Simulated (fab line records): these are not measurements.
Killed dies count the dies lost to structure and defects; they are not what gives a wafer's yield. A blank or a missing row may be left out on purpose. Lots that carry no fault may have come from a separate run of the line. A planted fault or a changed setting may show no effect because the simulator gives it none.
Chamber matching / flow sky130 / SKY_VIA2_ETCH_15 on rieDiel-02: 4 sister chambers
The step etches SiO2 in C4F8/O2/Ar, stops on TiN, target depth 546 nm, time 84 s. 16 wafers are shown with their chamber, then 8 later ones without.

## EACH WAFER AND ITS CHAMBER
wafer=L074.1; chamber=3; oesProductAu (a.u.)=0.942
wafer=L074.5; chamber=2; oesProductAu (a.u.)=0.941
wafer=L074.6; chamber=3; oesProductAu (a.u.)=0.951
wafer=L075.2; chamber=3; oesProductAu (a.u.)=0.952
wafer=L075.4; chamber=2; oesProductAu (a.u.)=0.941
wafer=L075.5; chamber=3; oesProductAu (a.u.)=0.942
wafer=L077.4; chamber=3; oesProductAu (a.u.)=0.936
wafer=L077.5; chamber=0; oesProductAu (a.u.)=0.933
wafer=L077.6; chamber=2; oesProductAu (a.u.)=0.936
wafer=L078.2; chamber=0; oesProductAu (a.u.)=0.942
wafer=L078.4; chamber=3; oesProductAu (a.u.)=0.934
wafer=L078.5; chamber=2; oesProductAu (a.u.)=0.938
wafer=L085.2; chamber=3; oesProductAu (a.u.)=0.945
wafer=L085.4; chamber=1; oesProductAu (a.u.)=0.941
wafer=L085.5; chamber=2; oesProductAu (a.u.)=0.944
wafer=L087.2; chamber=2; oesProductAu (a.u.)=0.941

SIGNATURES (averages over the wafers above)
reading=oesProductAu; chamber 0=0.93750; chamber 1=0.94100; chamber 2=0.94017; chamber 3=0.94314; scatter within a chamber=0.00548
Rule: a wafer's distance from a chamber is the root of the sum, over the readings, of the square of ((its reading less the chamber's mean) divided by the reading's scatter). The wafer belongs to the nearest chamber; if the next one is less than 2 further off, it can't be placed. The scatter: the root of (the sum of the squares of (reading less its chamber's mean) over the shown wafers, divided by (wafers less chambers)).

## WAFERS WITHOUT THEIR CHAMBER
wafer=L087.3; oesProductAu (a.u.)=0.937
wafer=L087.6; oesProductAu (a.u.)=0.932
wafer=L090.1; oesProductAu (a.u.)=0.932
wafer=L090.3; oesProductAu (a.u.)=0.941
wafer=L090.6; oesProductAu (a.u.)=0.935
wafer=L094.1; oesProductAu (a.u.)=0.943
wafer=L094.4; oesProductAu (a.u.)=0.932
wafer=L094.5; oesProductAu (a.u.)=0.940

## WHICH CHAMBER EACH ONE RAN IN
wafer=L087.3; from the rows above=can't be placed: 0 or 2 or 1 or 3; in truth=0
wafer=L087.6; from the rows above=can't be placed: 0 or 2 or 1 or 3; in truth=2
wafer=L090.1; from the rows above=can't be placed: 0 or 2 or 1 or 3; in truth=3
wafer=L090.3; from the rows above=can't be placed: 1 or 2 or 3 or 0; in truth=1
wafer=L090.6; from the rows above=can't be placed: 0 or 2 or 1 or 3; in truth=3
wafer=L094.1; from the rows above=can't be placed: 3 or 1 or 2 or 0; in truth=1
wafer=L094.4; from the rows above=can't be placed: 0 or 2 or 1 or 3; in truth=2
wafer=L094.5; from the rows above=can't be placed: 2 or 1 or 0 or 3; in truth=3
Correctly placed: 0 of 8. Unplaceable from these rows: 8, with the true chamber sitting among the candidates in 8. 0 placed wrongly.
